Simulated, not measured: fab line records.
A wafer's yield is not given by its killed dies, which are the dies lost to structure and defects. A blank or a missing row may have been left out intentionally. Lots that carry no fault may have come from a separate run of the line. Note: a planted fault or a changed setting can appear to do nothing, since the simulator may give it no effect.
Shared-tool check || flow gf180mcu || 42 wafers sampled across 14 lots

WHY THIS WAS OPENED
Of 14 lots, 2 have the reading VT_IMPLANT_4_TW flagged at GF_VT_IMPLANT_TW_MEAS_43. No-fault wafers: 691, standard deviation 3.7.
Rule: a lot gets a flag if all its wafers with a number sit over 4 standard deviations from that mean, or if no wafer of it has a number. The other lots count as sound.

{"lot": "L674", "measured": "day 7 22:04", "on": "film-metro-01", "VT_IMPLANT_4_TW, wafer by wafer": "693 692 690", "flag": ""}
{"lot": "L675", "measured": "day 8 04:54", "on": "film-metro-04", "VT_IMPLANT_4_TW, wafer by wafer": "689 690 688", "flag": ""}
{"lot": "L676", "measured": "day 8 07:03", "on": "film-metro-04", "VT_IMPLANT_4_TW, wafer by wafer": "692 689 691", "flag": ""}
{"lot": "L677", "measured": "day 8 15:18", "on": "film-metro-04", "VT_IMPLANT_4_TW, wafer by wafer": "690 688 692", "flag": ""}
{"lot": "L678", "measured": "day 9 00:18", "on": "film-metro-04", "VT_IMPLANT_4_TW, wafer by wafer": "688 690 687", "flag": ""}
{"lot": "L679", "measured": "day 9 03:34", "on": "film-metro-04", "VT_IMPLANT_4_TW, wafer by wafer": "695 691 694", "flag": ""}
{"lot": "L681", "measured": "day 9 22:57", "on": "film-metro-04", "VT_IMPLANT_4_TW, wafer by wafer": "691 691 688", "flag": ""}
{"lot": "L686", "measured": "day 11 03:00", "on": "film-metro-04", "VT_IMPLANT_4_TW, wafer by wafer": "666 667 665", "flag": "FLAGGED"}
{"lot": "L689", "measured": "day 12 00:13", "on": "film-metro-04", "VT_IMPLANT_4_TW, wafer by wafer": "689 686 692", "flag": ""}
{"lot": "L690", "measured": "day 12 06:16", "on": "film-metro-03", "VT_IMPLANT_4_TW, wafer by wafer": "664 663 665", "flag": "FLAGGED"}
{"lot": "L691", "measured": "day 12 11:36", "on": "film-metro-01", "VT_IMPLANT_4_TW, wafer by wafer": "694 701 696", "flag": ""}
{"lot": "L692", "measured": "day 12 20:40", "on": "film-metro-01", "VT_IMPLANT_4_TW, wafer by wafer": "694 696 698", "flag": ""}
{"lot": "L695", "measured": "day 13 16:45", "on": "film-metro-03", "VT_IMPLANT_4_TW, wafer by wafer": "690 686 689", "flag": ""}
{"lot": "L696", "measured": "day 13 21:55", "on": "film-metro-04", "VT_IMPLANT_4_TW, wafer by wafer": "696 695 694", "flag": ""}
Average over the flagged lots: 665; offset from the usual -26, equal to -7 standard deviations.

TOOL THAT RAN EACH LOT
The record holds 1 process step before the reading, out of a route of 602 steps. Each cell gives the tool, then ch followed by the chambers the sampled wafers passed through, then the start.
{"lot": "L674", "flag": "", "GF_VT_IMPLANT_IMPLANT_41": "implanter-01 ch 0, day 7 21:51"}
{"lot": "L675", "flag": "", "GF_VT_IMPLANT_IMPLANT_41": "implanter-02 ch 0, day 8 04:39"}
{"lot": "L676", "flag": "", "GF_VT_IMPLANT_IMPLANT_41": "implanter-03 ch 0, day 8 06:48"}
{"lot": "L677", "flag": "", "GF_VT_IMPLANT_IMPLANT_41": "implanter-01 ch 0, day 8 15:03"}
{"lot": "L678", "flag": "", "GF_VT_IMPLANT_IMPLANT_41": "implanter-02 ch 0, day 9 00:03"}
{"lot": "L679", "flag": "", "GF_VT_IMPLANT_IMPLANT_41": "implanter-03 ch 0, day 9 03:21"}
{"lot": "L681", "flag": "", "GF_VT_IMPLANT_IMPLANT_41": "implanter-02 ch 0, day 9 22:42"}
{"lot": "L686", "flag": "FLAGGED", "GF_VT_IMPLANT_IMPLANT_41": "implanter-02 ch 0, day 11 02:45"}
{"lot": "L689", "flag": "", "GF_VT_IMPLANT_IMPLANT_41": "implanter-03 ch 0, day 11 23:59"}
{"lot": "L690", "flag": "FLAGGED", "GF_VT_IMPLANT_IMPLANT_41": "implanter-02 ch 0, day 12 06:01"}
{"lot": "L691", "flag": "", "GF_VT_IMPLANT_IMPLANT_41": "implanter-01 ch 0, day 12 11:21"}
{"lot": "L692", "flag": "", "GF_VT_IMPLANT_IMPLANT_41": "implanter-03 ch 0, day 12 20:25"}
{"lot": "L695", "flag": "", "GF_VT_IMPLANT_IMPLANT_41": "implanter-01 ch 0, day 13 16:30"}
{"lot": "L696", "flag": "", "GF_VT_IMPLANT_IMPLANT_41": "implanter-01 ch 0, day 13 21:42"}
What these steps do:
- GF_VT_IMPLANT_IMPLANT_41
- GF_VT_IMPLANT_TW_MEAS_43

FLAGGED OVER TOTAL, TOOL BY TOOL (the gauges that took the reading come last)
{"step": "GF_VT_IMPLANT_IMPLANT_41", "tool": "implanter-01", "lots run": 5, "flagged": 0, "share of the flagged lots": "none", "sound lots run after its first flagged lot": "-"}
{"step": "GF_VT_IMPLANT_IMPLANT_41", "tool": "implanter-02", "lots run": 5, "flagged": 2, "share of the flagged lots": "all", "sound lots run after its first flagged lot": 0}
{"step": "GF_VT_IMPLANT_IMPLANT_41", "tool": "implanter-03", "lots run": 4, "flagged": 0, "share of the flagged lots": "none", "sound lots run after its first flagged lot": "-"}
{"step": "GF_VT_IMPLANT_TW_MEAS_43", "tool": "film-metro-01", "lots run": 3, "flagged": 0, "share of the flagged lots": "none", "sound lots run after its first flagged lot": "-"}
{"step": "GF_VT_IMPLANT_TW_MEAS_43", "tool": "film-metro-03", "lots run": 2, "flagged": 1, "share of the flagged lots": "some", "sound lots run after its first flagged lot": "1 (L695)"}
{"step": "GF_VT_IMPLANT_TW_MEAS_43", "tool": "film-metro-04", "lots run": 9, "flagged": 1, "share of the flagged lots": "some", "sound lots run after its first flagged lot": "2 (L689,L696)"}

WHAT IS ALLOWED BY THE TABLE
Rows of the table that ran each flagged lot: 1, that is implanter-02 at GF_VT_IMPLANT_IMPLANT_41.
- implanter-02 at GF_VT_IMPLANT_IMPLANT_41: 2 of its 5 lots flagged. Its last sound lot is L681 (day 9 22:42), its first flagged lot L686 (day 11 02:45): a fault that began between those two fits. Its own readings (beam-energy-keV) fall more than 4 standard deviations out on all wafers of the flagged lots.
implanter-02 at GF_VT_IMPLANT_IMPLANT_41 is the single tool remaining.

WHAT WAS PUT IN BY THE SIMULATOR
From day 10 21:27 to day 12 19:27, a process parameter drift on implanter-02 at GF_VT_IMPLANT_IMPLANT_41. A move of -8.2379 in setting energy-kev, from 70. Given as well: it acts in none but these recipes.
Shown lots that were struck: L686, L690. This agrees with what the rule above found.
